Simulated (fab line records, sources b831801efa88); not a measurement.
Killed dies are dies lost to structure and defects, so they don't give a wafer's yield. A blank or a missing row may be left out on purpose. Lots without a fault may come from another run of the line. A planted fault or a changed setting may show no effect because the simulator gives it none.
Chamber matching | flow sky130 | SKY_LI_CONTACT_ETCH_14 on rie_diel-03: 4 sister chambers
The step etches BARC in N2/H2, stops on SiO2, time 45.9 s, target depth 60 nm. 4 wafers are shown with their chamber, then 11 later ones without.

WAFERS WITH THEIR CHAMBER
wafer  | chamber | oes_product_au (a.u.)
L086.3 | 0       | 0.852
L086.5 | 3       | 0.857
L088.6 | 1       | 0.850
L089.1 | 2       | 0.849

WAFERS WITHOUT THEIR CHAMBER
wafer  | oes_product_au (a.u.)
L089.3 | 0.849
L089.6 | 0.847
L091.1 | 0.865
L091.2 | 0.854
L091.4 | 0.860
L093.1 | 0.853
L093.2 | 0.853
L093.3 | 0.850
L093.4 | 0.863
L093.5 | 0.848
L093.6 | 0.856

WHICH CHAMBER EACH WENT THROUGH
wafer  | from the rows above               | in truth
L089.3 | can't be placed: 2 or 1 or 0      | 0
L089.6 | can't be placed: 2 or 1 or 0      | 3
L091.1 | can't be placed: 3 or 0           | 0
L091.2 | can't be placed: 0 or 3 or 1 or 2 | 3
L091.4 | can't be placed: 3 or 0           | 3
L093.1 | can't be placed: 0 or 1 or 2 or 3 | 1
L093.2 | can't be placed: 0 or 1 or 2 or 3 | 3
L093.3 | can't be placed: 1 or 2 or 0      | 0
L093.4 | can't be placed: 3 or 0           | 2
L093.5 | can't be placed: 2 or 1 or 0      | 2
L093.6 | can't be placed: 3 or 0 or 1 or 2 | 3
Placed correctly: 0 of 11. Can't be placed from these rows: 11 (the true chamber is among the candidates in 9). Placed wrongly: 0.
How it was worked out, from the rows above alone: a wafer's distance from a chamber is the root of the sum, over the readings, of the square of ((its reading less the chamber's mean) divided by the reading's scatter). The wafer belongs to the nearest chamber; if the next one is less than 2 further off, it can't be placed. A chamber's mean is the mean of its shown wafers. The scatter: with one shown wafer a chamber, the root of the mean of the squares of how far each hidden wafer lies from its nearest shown one.
